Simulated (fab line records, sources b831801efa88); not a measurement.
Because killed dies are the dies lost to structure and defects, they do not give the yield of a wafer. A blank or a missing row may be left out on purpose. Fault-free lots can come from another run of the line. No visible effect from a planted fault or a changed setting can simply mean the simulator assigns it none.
Chamber matching ; flow sfq-line ; 4 sister chambers for SFQ_TRILAYER_A5B_CMP_CMP_130 on cmp-01
The step polishes, stops on Nb, target thk 340.7 nm. 14 wafers are shown with their chamber, then 7 later ones without.

WAFERS WITH THEIR CHAMBER
wafer;chamber;motor-current-A (A);slurry-flow-ml-min
L958.2;1;10.6;150.7
L958.5;0;9.1;150.1
L958.6;1;11.3;150.4
L964.2;3;9.9;150.5
L964.3;0;9.4;149.6
L964.6;2;10.6;149.8
L965.2;1;11.4;149.6
L965.5;3;10.1;149.9
L965.6;0;9.6;150.2
L966.2;3;9.9;149.4
L966.3;1;10.5;150.2
L966.6;3;10.6;150.3
L967.4;3;9.6;150.3
L967.1;2;10.3;149.6

SIGNATURES (means of the wafers above)
reading;chamber 0;chamber 1;chamber 2;chamber 3;scatter within a chamber
motor-current-A;9.367;10.950;10.450;10.020;0.37
slurry-flow-ml-min;149.967;150.225;149.700;150.080;0.405
Rule: distance of a wafer from a chamber = root of the sum over the readings of ((wafer's reading minus chamber's mean) / reading's scatter) squared. If the next closest chamber is less than 2 further off than the closest, the wafer can't be placed; otherwise it belongs to the closest. How the scatter is found: for the shown wafers, subtract from each reading the mean of its chamber, square and add these, divide the total by (wafers less chambers), then take the root.

WAFERS MISSING THEIR CHAMBER
wafer;motor-current-A (A);slurry-flow-ml-min
L967.6;10.0;149.5
L976.2;11.0;149.6
L976.5;10.7;149.7
L976.6;9.7;149.7
L979.3;11.4;150.4
L979.4;10.2;149.9
L979.5;9.8;150.2

WHICH CHAMBER EACH ONE RAN IN
wafer;from the rows above;in truth
L967.6;can't be placed: 2 or 3 or 0 or 1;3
L976.2;can't be placed: 2 or 1 or 3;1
L976.5;can't be placed: 2 or 1 or 3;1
L976.6;can't be placed: 0 or 3 or 2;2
L979.3;can't be placed: 1 or 2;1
L979.4;can't be placed: 3 or 2 or 1 or 0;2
L979.5;can't be placed: 3 or 0 or 2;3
Correct placement for 0 of the 7. Can't be placed from these rows: 7 (the true chamber is among the candidates in 7). Number placed wrongly: 0.
